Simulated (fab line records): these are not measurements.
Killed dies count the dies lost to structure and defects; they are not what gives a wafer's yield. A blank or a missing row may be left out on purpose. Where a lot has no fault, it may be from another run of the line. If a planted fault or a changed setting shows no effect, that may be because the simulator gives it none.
fab line records | flow sky130
[record] lots = 12 wafers = 36 last_day = 50
route steps=708 shown METAL1@453 VIA2@521 VIA3@595 PAD_OPEN@708
lots untouched by any fault: they come from a run of this same line in which no faults occurred
start_h: hours from the record's first day to the start of the lot's first wafer shown | wait_h: hours elapsed since this lot's preceding step | " identical to the entry in the row above | L1.1+2: a row that stands for several wafers | - no value present, or no start provided | * or withheld: withheld | < > ~ a bound
route shown NAME@n: NAME is a module with steps in the file, n the number in the route of the first one | usual: average and standard deviation across the fault-free wafers | same: alike in all rows | chamber/n: place in a boat | sites: each site's reading | _std_site: the standard deviation of these | _edge_site: the outer-site mean with the inner-site mean subtracted | radius_mm: how far each site lies from the wafer's centre | mask NAME#n: copy n | behind: tool/chamber where the wafer was last shaped | hold: reason for holding the lot/hours on hold/outcome of the hold | device: the transistor (n, p or np) that didn't switch | end of line: the route-end tests of the same wafers | a step given without rows: its recipe and nothing more | killed: count of dies lost to structure and defects at first sort (not the wafer's yield) | map: a wafer's dies, marking killed ones x, the rest . and places with no die _
set.NAME: the setting as run; set.NAME@STEP: as run at that earlier step | model.NAME: the simulator's own value behind a step, which no gauge read
the route's steps for a sample of lots (tables are steps, rows are wafers)
services: from which hour (start_h, from the record's first day; less than 0 if before it) a tool's chamber was out of use, for how many hours, and why
[[steps]]
[step SKY_METAL1_METAL_ETCH_19]
[recipe] target_depth_a = 3600 stop_on = SiO2 over_etch_frac = 0.3 time_s = 78 chemistry = Cl2/BCl3 resist_sidewall_deg = 88 pressure_mtorr = 10 icp_w = 900 bias_w = 48.5 Cl2_flow_sccm = 60 bcl3_flow_sccm = 30
[usual] drypump_motor_current_A = 5.90/0.22 oes_product_au = 0.857/0.0053 throttle_valve_pct = 22.264/0.0084
// columns lot.wafer tool chamber start_h wait_h drypump_motor_current_A oes_product_au rf_hours_counter_h throttle_valve_pct
L881.2 rie_metal-02 1 793.28 0.0 6.07 0.861 8 22.280
L881.3 " 1 " " 6.05 0.860 - 22.255
L881.4 " 0 " " 5.86 0.854 - 22.263
L880.1 rie_metal-03 0 794.77 0.0 5.49 0.861 11 22.269
L880.2 " 1 " " 5.97 0.864 10 22.267
L880.3 " 0 " " 5.51 0.858 - 22.256
L879.1 rie_metal-02 0 795.77 0.0 5.87 0.853 4 22.260
L879.3 " 0 " " 5.87 0.854 - 22.271
L879.5 " 0 " " 5.86 0.850 - 22.269
L886.1 rie_metal-03 1 811.87 0.0 5.98 0.860 11 22.263
L886.2 " 0 " " 5.51 0.859 12 22.268
L886.6 " 0 " " 5.50 0.851 - 22.266
L888.1 rie_metal-03 1 834.04 0.0 5.96 0.854 12 22.283
L888.4 " 1 " " 5.96 0.865 - 22.249
L888.6 " 1 " " 5.98 0.864 - 22.251
L890.1 rie_metal-03 0 862.41 0.0 5.52 0.852 13 22.248
L890.5 " 0 " " 5.52 0.857 - 22.263
L890.6 " 1 " " 5.98 0.856 - 22.267
L891.1 rie_metal-02 0 866.97 0.0 5.86 0.852 6 22.244
L891.4 " 1 " " 6.11 0.852 - 22.247
L891.5 " 1 " " 6.04 0.856 - 22.268
L893.1 rie_metal-02 1 888.72 0.0 6.08 0.856 11 22.263
L893.3 " 1 " " 6.06 0.858 - 22.268
L893.5 " 1 " " 6.11 0.861 - 22.267
L900.3 rie_metal-03 0 920.39 0.1 5.49 0.859 - 22.255
L900.5 " 0 " " 5.50 0.849 - 22.255
L900.6 " 1 " " 5.98 0.851 - 22.260
L901.3 rie_metal-02 0 921.46 0.1 5.87 0.854 - 22.269
L901.5 " 0 " " 5.88 0.853 - 22.277
L901.6 " 1 " " 6.05 0.866 - 22.252
L899.2 rie_metal-03 1 922.13 0.0 5.97 0.870 16 22.270
L899.4 " 0 " " 5.50 0.859 - 22.262
L899.5 " 0 " " 5.52 0.857 - 22.266
L902.2 rie_metal-02 1 923.66 0.0 6.06 0.859 12 22.271
L902.4 " 1 " " 6.09 0.862 - 22.276
L902.6 " 1 " " 6.07 0.856 - 22.258
[step SKY_VIA2_ETCH_14]
[recipe] chemistry = N2/H2 target = BARC ion_energy_ev = 200 source_w = 500 bias_w = 100 pressure_mtorr = 30 n2_flow_sccm = 100 h2_flow_sccm = 200 stop_on = SiO2 time_s = 45.9 target_depth_a = 600
[usual] drypump_motor_current_A = 5.8/0.44 h2_flow_sccm = 200.0/0.55 oes_product_au = 0.854/0.0054 throttle_valve_pct = 13.223/0.009
// columns lot.wafer tool chamber start_h wait_h drypump_motor_current_A h2_flow_sccm oes_product_au rf_hours_counter_h throttle_valve_pct
L881.2 rie_diel-03 2 890.99 0.0 5.4 199.6 0.862 15 13.212
L881.3 " 2 " " 5.4 199.7 0.858 - 13.240
L881.4 " 0 " " 5.7 200.3 0.866 - 13.222
L880.1 rie_diel-03 0 891.74 0.0 5.7 199.2 0.850 1 13.218
L880.2 " 2 " " 5.4 200.2 0.857 15 13.206
L880.3 " 0 " " 5.7 199.4 0.861 - 13.229
L879.1 rie_diel-02 1 891.97 0.0 6.7 200.7 0.852 11 13.232
L879.3 " 3 " " 6.3 200.0 0.863 6 13.219
L879.5 " 1 " " 6.7 199.6 0.857 - 13.241
L886.1 rie_diel-02 2 893.17 0.0 4.9 199.3 0.849 12 13.224
L886.2 " 3 " " 6.3 200.5 0.850 6 13.230
L886.6 " 0 " " 6.2 199.8 0.847 - 13.212
L888.1 rie_diel-02 0 914.57 0.0 6.2 199.5 0.853 8 13.229
L888.4 " 2 " " 4.9 199.3 0.838 13 13.228
L888.6 " 2 " " 4.9 201.0 0.857 - 13.231
L890.1 rie_diel-03 1 942.49 0.0 5.6 200.3 0.861 1 13.227
L890.5 " 3 " " 5.8 199.6 0.852 - 13.235
L890.6 " 0 " " 5.7 199.4 0.851 - 13.219
L891.1 rie_diel-01 3 947.72 0.0 5.9 198.6 0.854 2 13.213
L891.4 " 0 " " 6.2 200.2 0.853 24 13.217
L891.5 " 0 " " 6.2 199.6 0.869 - 13.223
L893.1 rie_diel-03 0 968.19 0.0 5.6 200.6 0.855 3 13.205
L893.3 " 1 " " 5.6 198.9 0.849 2 13.238
L893.5 " 1 " " 5.6 200.1 0.858 - 13.226
L900.3 rie_diel-01 2 998.87 0.0 5.7 200.0 0.857 2 13.211
L900.5 " 2 " " 5.7 198.8 0.850 - 13.219
L900.6 " 3 " " 5.9 200.2 0.866 - 13.216
L901.3 rie_diel-02 3 999.18 0.0 6.3 200.2 0.852 9 13.240
L901.5 " 2 " " 4.9 199.6 0.855 - 13.239
L901.6 " 3 " " 6.3 199.8 0.860 - 13.227
L899.2 rie_diel-01 0 1000.02 0.0 6.3 200.6 0.857 1 13.217
L899.4 " 0 " " 6.3 200.1 0.854 - 13.222
L899.5 " 2 " " 5.7 200.2 0.852 - 13.222
L902.2 rie_diel-01 0 1000.99 0.0 6.2 199.2 0.853 1 13.211
L902.4 " 2 " " 5.7 199.3 0.849 - 13.222
L902.6 " 3 " " 5.9 200.8 0.852 - 13.222
[step SKY_VIA2_RS_MEAS_22]
[recipe] thk_meas_gauge = four-point-probe reads = W_of_VIA2_CVD_21+TiN_of_VIA2_SPUTTER_20
[usual] VIA2_W_RS = 0.274/0.0034
// columns lot.wafer tool chamber start_h wait_h VIA2_W_RS[ohm/sq]
L881.2 film_metro-02 - 891.98 0.1 0.272
L881.3 " - " " 0.271
L881.4 " - " " 0.272
L880.1 film_metro-03 - 892.68 0.1 0.273
L880.2 " - " " 0.274
L880.3 " - " " 0.273
L879.1 film_metro-03 - 892.90 0.1 0.267
L879.3 " - " " 0.272
L879.5 " - " " 0.276
L886.1 film_metro-03 - 894.18 0.1 0.269
L886.2 " - " " 0.273
L886.6 " - " " 0.268
L888.1 film_metro-02 - 915.50 0.1 0.270
L888.4 " - " " 0.276
L888.6 " - " " 0.273
L890.1 film_metro-03 - 943.44 0.1 0.273
L890.5 " - " " 0.272
L890.6 " - " " 0.277
L891.1 film_metro-02 - 948.66 0.1 0.277
L891.4 " - " " 0.272
L891.5 " - " " 0.280
L893.1 film_metro-03 - 969.08 0.1 0.274
L893.3 " - " " 0.274
L893.5 " - " " 0.276
L900.3 film_metro-02 - 999.80 0.1 0.275
L900.5 " - " " 0.278
L900.6 " - " " 0.279
L901.3 film_metro-03 - 1000.10 0.1 0.274
L901.5 " - " " 0.276
L901.6 " - " " 0.272
L899.2 film_metro-02 - 1000.93 0.1 0.272
L899.4 " - " " 0.275
L899.5 " - " " 0.274
L902.2 film_metro-03 - 1001.90 0.1 0.274
L902.4 " - " " 0.272
L902.6 " - " " 0.272
[step SKY_VIA3_RS_MEAS_22]
[recipe] thk_meas_gauge = four-point-probe reads = W_of_VIA3_CVD_21+TiN_of_VIA3_SPUTTER_20
[usual] VIA3_W_RS = 0.2944/0.003
// columns lot.wafer tool chamber start_h wait_h VIA3_W_RS[ohm/sq]
L881.2 film_metro-04 - 969.77 0.1 0.2909
L881.3 " - " " 0.2897
L881.4 " - " " 0.2900
L880.1 film_metro-01 - 970.90 0.1 0.2918
L880.2 " - " " 0.2942
L880.3 " - " " 0.2922
L879.1 film_metro-01 - 971.86 0.1 0.2971
L879.3 " - " " 0.2971
L879.5 " - " " 0.2933
L886.1 film_metro-03 - 973.30 0.1 0.2969
L886.2 " - " " 0.2975
L886.6 " - " " 0.2949
L888.1 film_metro-04 - 992.41 0.1 0.2941
L888.4 " - " " 0.2991
L888.6 " - " " 0.2964
L890.1 film_metro-04 - 1019.25 0.1 0.2927
L890.5 " - " " 0.2940
L890.6 " - " " 0.2970
L891.1 film_metro-03 - 1024.31 0.1 0.2940
L891.4 " - " " 0.2981
L891.5 " - " " 0.2927
L893.1 film_metro-03 - 1043.28 0.1 0.2934
L893.3 " - " " 0.2928
L893.5 " - " " 0.2922
L900.3 film_metro-03 - 1070.91 0.1 0.2934
L900.5 " - " " 0.2925
L900.6 " - " " 0.2907
L901.3 film_metro-01 - 1071.54 0.1 0.2971
L901.5 " - " " 0.2943
L901.6 " - " " 0.2946
L902.2 film_metro-04 - 1074.03 0.1 0.2920
L902.4 " - " " 0.2910
L902.6 " - " " 0.2923
L899.2 film_metro-03 - 1074.12 0.1 0.2881
L899.4 " - " " 0.2908
L899.5 " - " " 0.2905
[step SKY_PAD_OPEN_PROBE_99]
[usual] defect_limited_yield = 83.0/1.8 killed_at_M0_to_M3 = 42/6.6 killed_at_M4_up = 3.0/1.7 killed_at_contacts = 24/5.3 killed_at_front_end = 15/4.5 killed_at_other = 0.2/0.49 killed_dies = 83/9 killed_open = 45/6.9 killed_short = 38/5.8 sort_bin_3_pad_short = 0.8/0.4 sort_bin_5_function = 10.0/1.5 sort_bin_6_memory = 6.1/1.1 sort_n_pass = 409/9 sort_yield_pct = 83.0/1.8
[same] gross_dies = 492 killed_at_back_side = 0 sort_bin_4_leakage[%] = 0 sort_bin_8_speed[%] = 0
// columns lot.wafer tool chamber start_h wait_h defect_limited_yield[%] killed_at_M0_to_M3 killed_at_M4_up killed_at_contacts killed_at_front_end killed_at_other killed_dies killed_open killed_short sort_bin_3_pad_short[%] sort_bin_5_function[%] sort_bin_6_memory[%] sort_n_pass sort_yield_pct[%]
L888.1 prober-02 - 1130.22 0.1 74.8 82 0 26 14 2 124 45 35 1.8 16.1 7.3 368 74.8
L888.4 prober-02 - 1130.37 0.2 72.2 99 2 23 13 0 137 53 35 1.0 19.5 7.3 355 72.2
L888.6 prober-02 - 1130.47 0.2 77.4 83 4 11 13 0 111 39 25 1.6 16.3 4.7 381 77.4
L890.1 prober-02 - 1151.61 0.1 73.6 82 1 24 22 1 130 42 41 2.6 15.4 8.3 362 73.6
L890.5 prober-02 - 1151.81 0.2 74.2 81 5 25 16 0 127 45 34 2.4 16.5 6.9 365 74.2
L890.6 prober-02 - 1151.86 0.2 73.2 95 2 17 17 1 132 38 42 2.4 15.9 8.5 360 73.2
// killed by level:class
L888.1 METAL1:unspecified=44 CONTACT:geometric_particle:open=12 METAL2:geometric_particle:short=8 VIA3:geometric_particle:open=7 LI_CONTACT:geometric_particle:open=6 VIA1:geometric_particle:open=5 VIA2:geometric_particle:open=5 LOCAL_INTERCONNECT:geometric_particle:short=4
L888.4 METAL1:unspecified=49 VIA1:geometric_particle:open=10 CONTACT:geometric_particle:open=10 LI_CONTACT:geometric_particle:open=9 METAL2:geometric_particle:short=9 VIA3:geometric_particle:open=8 METAL1:geometric_particle:short=7 POLY_GATE:geometric_particle:open=6
L888.6 METAL1:unspecified=47 VIA3:geometric_particle:open=9 METAL2:geometric_particle:short=7 VIA1:geometric_particle:open=6 FIELD_ISO:geometric_particle:open=5 POLY_GATE:geometric_particle:open=4 METAL1:geometric_particle:short=4 LI_CONTACT:geometric_particle:open=4
L890.1 METAL1:unspecified=46 CONTACT:geometric_particle:open=12 VIA1:geometric_particle:open=11 POLY_GATE:geometric_particle:short=6 CONTACT:geometric_particle:short=6 POLY_GATE:geometric_particle:open=5 METAL2:geometric_particle:short=5 VIA1:geometric_particle:short=5
L890.5 METAL1:unspecified=48 CONTACT:geometric_particle:open=13 VIA2:geometric_particle:open=8 POLY_GATE:geometric_particle:open=7 LI_CONTACT:geometric_particle:open=7 VIA1:geometric_particle:short=6 FIELD_ISO:geometric_particle:open=5 METAL4:geometric_particle:short=5
L890.6 METAL1:unspecified=51 VIA1:geometric_particle:open=9 CONTACT:geometric_particle:open=8 METAL2:geometric_particle:short=6 VIA3:geometric_particle:open=5 VIA1:geometric_particle:short=5 FIELD_ISO:geometric_particle:short=4 POLY_GATE:geometric_particle:short=4
[[services]]
// columns tool chamber start_h hours kind
rie_diel-03 1 769.41 5.6 repair
rie_diel-01 3 786.63 - clean
rie_diel-01 3 786.63 16.1 scheduled_down
rie_diel-01 3 786.63 16.1 vent_cycle
rie_diel-03 0 790.03 4.2 repair
rie_diel-02 2 794.25 3.1 repair
rie_diel-01 0 818.67 2.6 repair
rie_diel-03 0 819.31 15.5 repair
rie_diel-01 - 834.74 72.6 repair
rie_diel-03 2 841.98 2.6 repair
rie_diel-03 0 851.09 - clean
rie_diel-03 0 851.09 20.1 scheduled_down
rie_diel-03 0 851.09 20.1 vent_cycle
rie_diel-01 2 855.89 3.1 repair
rie_metal-02 - 856.19 4.3 pm
rie_diel-03 1 872.08 - clean
rie_diel-03 1 872.08 27.4 scheduled_down
rie_diel-01 2 882.26 4.1 repair
rie_diel-03 - 908.44 2.8 pm
rie_diel-03 - 933.19 0.7 repair
rie_diel-01 0 938.78 3.4 repair
rie_diel-02 0 945.26 8.0 repair
rie_diel-01 3 953.55 3.7 repair
rie_diel-01 1 983.50 44.0 repair
[[key]]
[first_sign] step = SKY_PAD_OPEN_PROBE_99 reading = killed_at_M0_to_M3 direction = up sigmas = 6.9 usual = 42 struck = 87
[effect] step = SKY_PAD_OPEN_PROBE_99 reading = defect_limited_yield direction = down sigmas = 4.8 usual = 83.0 struck = 74.2
met_at SKY_METAL1_METAL_ETCH_19
struck_lots L888,L890
not_acting_at SKY_VIA2_ETCH_14,SKY_VIA2_RS_MEAS_22,SKY_VIA3_RS_MEAS_22
onset_between 811.87 834.04
[fault] kind = chamber_particle_source tool = rie_metal-03 chamber = - onset_h = 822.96 steps = SKY_METAL1_METAL_ETCH_19 rate_per_visit_cm2 = 0.57091 end_h = 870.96
